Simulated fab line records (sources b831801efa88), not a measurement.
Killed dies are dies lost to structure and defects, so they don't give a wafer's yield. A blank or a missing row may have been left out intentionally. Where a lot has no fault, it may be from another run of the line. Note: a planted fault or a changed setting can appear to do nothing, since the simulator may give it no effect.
The tool behind it: which one?	flow gf180mcu	39 wafers from 13 lots sampled at 2 of the route's 602 steps

## WHAT THE GAUGES SHOWED, per wafer
GF_M3_OVL_MEAS_15. Usual: M3_OVL typically reads -1 nm, with standard deviation 5.4.
lot	measured	on	M3_OVL (nm)	flag
L643	day 21 07:23	overlay-02	3 -6 -5	
L644	day 21 18:02	overlay-01	2 -2 0	
L647	day 22 20:26	overlay-02	-9 -9 -8	
L648	day 23 07:11	overlay-01	-3 3 -7	
L649	day 23 12:26	overlay-01	2 -5 -3	
L653	day 25 06:41	overlay-01	1 0 -2	
L654	day 25 11:44	overlay-01	-5 -1 3	
L655	day 25 20:20	overlay-01	-1 2 3	
L657	day 26 07:14	overlay-01	3 -2 -1	
L658	day 26 15:49	overlay-02	2 -2 -6	
L663	day 27 23:42	overlay-02	6 4 6	
L665	day 28 15:05	overlay-01	-2 3 -4	
L666	day 29 00:25	overlay-02	-5 -3 -7	

## WHAT TOOL EACH LOT RAN ON (gives the tool, then ch and the chambers of the sampled wafers, and finally the start)
lot	GF_V2_ETCH_16
L643	rie diel-01 ch 1,2, day 20 05:50
L644	rie diel-02 ch 0,2, day 20 15:52
L647	rie diel-01 ch 0,1, day 21 19:02
L648	rie diel-04 ch 0,2,3, day 22 05:56
L649	rie diel-02 ch 0,1,2, day 22 11:50
L653	rie diel-04 ch 2,3, day 24 06:40
L654	rie diel-02 ch 1,2,3, day 24 12:01
L655	rie diel-04 ch 1,3, day 24 20:40
L657	rie diel-01 ch 1,2,3, day 25 09:13
L658	rie diel-02 ch 0,1,2, day 25 16:43
L663	rie diel-02 ch 2,3, day 27 01:57
L665	rie diel-02 ch 0,1,3, day 27 17:34
L666	rie diel-04 ch 0,1,3, day 28 03:21
- GF_V2_ETCH_16: etches BARC in N2/H2.

## WHAT THE TOOLS THEMSELVES READ (means of the sampled wafers that have a number; where no wafer has one, the mark that the record gives instead)
GF_V2_ETCH_16. Usual: drypump motor current A 6.1 A, standard deviation 0.37; h2 flow sccm 200.0 sccm, standard deviation 0.6; oes product au 0.855 a.u., standard deviation 0.0047; rf fwd power W 495.7 W, standard deviation 1.9; throttle valve pct 13.224 %, standard deviation 0.0086.
lot	tool	drypump motor current A (A)	h2 flow sccm (sccm)	oes product au (a.u.)	rf fwd power W (W)	throttle valve pct (%)	flag
L643	rie diel-01	6.4	199.7	0.859	495.8	13.225	
L644	rie diel-02	6.3	199.6	0.859	494.4	13.222	
L647	rie diel-01	6.2	199.6	0.852	495.6	13.226	
L648	rie diel-04	5.7	200.1	0.859	493.6	13.218	
L649	rie diel-02	6.2	200.2	0.854	496.1	13.222	
L653	rie diel-04	5.6	200.7	0.854	493.8	13.232	
L654	rie diel-02	6.3	200.2	0.850	495.0	13.230	
L655	rie diel-04	5.3	199.9	0.857	496.8	13.222	
L657	rie diel-01	6.3	199.8	0.851	497.2	13.219	
L658	rie diel-02	6.2	199.8	0.863	496.5	13.225	
L663	rie diel-02	6.5	200.4	0.855	497.9	13.226	
L665	rie diel-02	6.3	200.0	0.852	496.4	13.225	
L666	rie diel-04	5.7	199.9	0.854	495.3	13.225	

## THE ANSWER, worked out from the rows above alone
Rule: lot off if the mean of its wafers having a number is beyond 3 standard deviations from the usual mean. A lot without any number at a reading at which 4 lots or more have one is off too. Any other lot the step has rows for is counted as sound. Order of review: gauges by route order, followed by the tools' own readings, for which a lot's mean as printed above is used. At the first step where some lot is off, the reading lying furthest off is the one used; lots without a number count as furthest.
Nothing can be told from this: no lot is off at any reading shown.

## WHAT HAD BEEN PUT IN BY THE SIMULATOR
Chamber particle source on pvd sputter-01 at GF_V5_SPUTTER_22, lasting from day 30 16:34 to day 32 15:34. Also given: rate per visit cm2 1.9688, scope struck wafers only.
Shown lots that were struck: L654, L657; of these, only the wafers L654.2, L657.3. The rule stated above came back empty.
